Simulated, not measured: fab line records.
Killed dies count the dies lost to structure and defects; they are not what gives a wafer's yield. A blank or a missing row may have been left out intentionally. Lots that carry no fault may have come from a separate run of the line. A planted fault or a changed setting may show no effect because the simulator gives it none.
Struck lot and sound lot, side by side -- flow sky130 -- 15 steps out of a route of 708
Sound: wafers L212.1, L212.2, L212.6. Struck: wafers L225.4, L225.5 (left out: L225.3, a lot-mate that was not struck); the cause follows at the end.
Order at every step that has rows: each side's tool, ch and its chambers, its first start. Under that, the readings that differ: sound wafers -- struck wafers -- difference of the means -- sigmas: that difference in standard deviations of wafers without a fault.
alike: a reading whose means differ by less than 2 such deviations, as well as words and numbers matching on both sides. not compared: withheld readings; readings where some wafer has no value; bounds like >300 that might hide an equal value; numbers whose values overlap and for which the record gives no deviation.
A row with sigmas, a row that says differs or no value, or rows on one side alone: a step with any of these is where the two part. When numbers do not overlap yet have no deviation, they are printed without sigmas and do not part them. A reading that every wafer of one side lacks parts them only if that side has two wafers or more.

SKY_VIA2_ETCH_14: etches BARC in N2/H2, stops on SiO2, time 45.9 s, target depth 60 nm.
  sound on rie diel-01 ch 1,2,3, day 38 16:28; struck on rie diel-04 ch 0,2, day 42 13:40
  alike: drypump motor current A, oes product au, throttle valve pct
  not compared: rf hours counter h
then, 5 steps without rows for these wafers: SKY_VIA2_ETCH_15 (etches SiO2 in C4F8/O2/Ar, stops on TiN, target depth 546 nm, time 84 s); SKY_VIA2_STRIP_16 (strips in O2/N2); SKY_VIA2_STRIP_17 (strips in post etch residue remover, time 1200 s); SKY_VIA2_CLEAN_18 (cleans in IPA, time 180 s); SKY_VIA2_CLEAN_19 (cleans in O3/DIW).
SKY_VIA2_SPUTTER_20: material TiN, target thk 20 nm, time 80 s.
  sound on pvd sputter-04, day 38 17:14; struck on pvd sputter-04, day 42 14:25
  alike: cathode dc power W, chamber pressure pa, throttle valve pct
SKY_VIA2_CVD_21: deposits W, target thk 420 nm, time 126.4 s.
  sound on cvd w-02 ch 0,1, day 38 17:17; struck on cvd w-01 ch 0,1, day 42 14:31
  alike: heater power outer w, heater power w, susceptor temp C
SKY_VIA2_RS_MEAS_22: a four-point-probe measurement.
  sound on film metro-02, day 38 17:25; struck on film metro-01, day 42 14:39
  alike: VIA2_W_RS
SKY_VIA2_THK_MEAS_23: measures by xrf.
  sound on film metro-02, day 38 17:32; struck on film metro-01, day 42 14:45
  alike: VIA2_W_THK
then, 1 step without rows for these wafers: SKY_VIA2_CMP_24 (polishes, stops on SiO2, t overpolish 20 s, target thk 0 nm).
SKY_METAL3_SPUTTER_00: material Ti, target thk 15 nm, time 10 s.
  sound on pvd sputter-01, day 38 17:54; struck on pvd sputter-01, day 42 15:05
reading,sound,struck,difference,sigmas
chamber pressure pa (Pa),0.4008 0.4004 0.4012,0.3986 0.3984,-0.0023,-3
throttle valve pct (%),28.5 29.1 28.3,30.9 31.0,+2.3,+3
  alike: cathode dc power W
SKY_METAL3_SPUTTER_01: material TiN, target thk 20 nm, time 16.7 s.
  sound on pvd sputter-01, day 38 17:55; struck on pvd sputter-01, day 42 15:07
reading,sound,struck,difference,sigmas
cathode dc power W (W),6499.8 6499.7 6500.5,7532.7 7533.1,+1032.9,+99 or more
throttle valve pct (%),28.3 29.0 28.4,30.7 30.8,+2.2,+3
model.TiN_of_METAL3_SPUTTER_01.thk nm (nm),19.71 19.9 19.74,22.75 22.78,+2.98,
  alike: chamber pressure pa
SKY_METAL3_SPUTTER_02: material AlCu, target thk 735 nm, time 39.1 s.
  sound on pvd sputter-01, day 38 17:56; struck on pvd sputter-01, day 42 15:08
reading,sound,struck,difference,sigmas
throttle valve pct (%),28.5 29.2 28.7,30.6 30.9,+1.9,+2
  alike: cathode dc power W, chamber pressure pa
SKY_PAD_OPEN_PROBE_99:
  rows exist in the record for the sound wafers here (prober-02, day 47 19:25), none for the struck ones

WHERE THEY PART
Last at SKY_PAD_OPEN_PROBE_99 as far as this record goes, first at SKY_METAL3_SPUTTER_00.

WHY: what the simulator had put in
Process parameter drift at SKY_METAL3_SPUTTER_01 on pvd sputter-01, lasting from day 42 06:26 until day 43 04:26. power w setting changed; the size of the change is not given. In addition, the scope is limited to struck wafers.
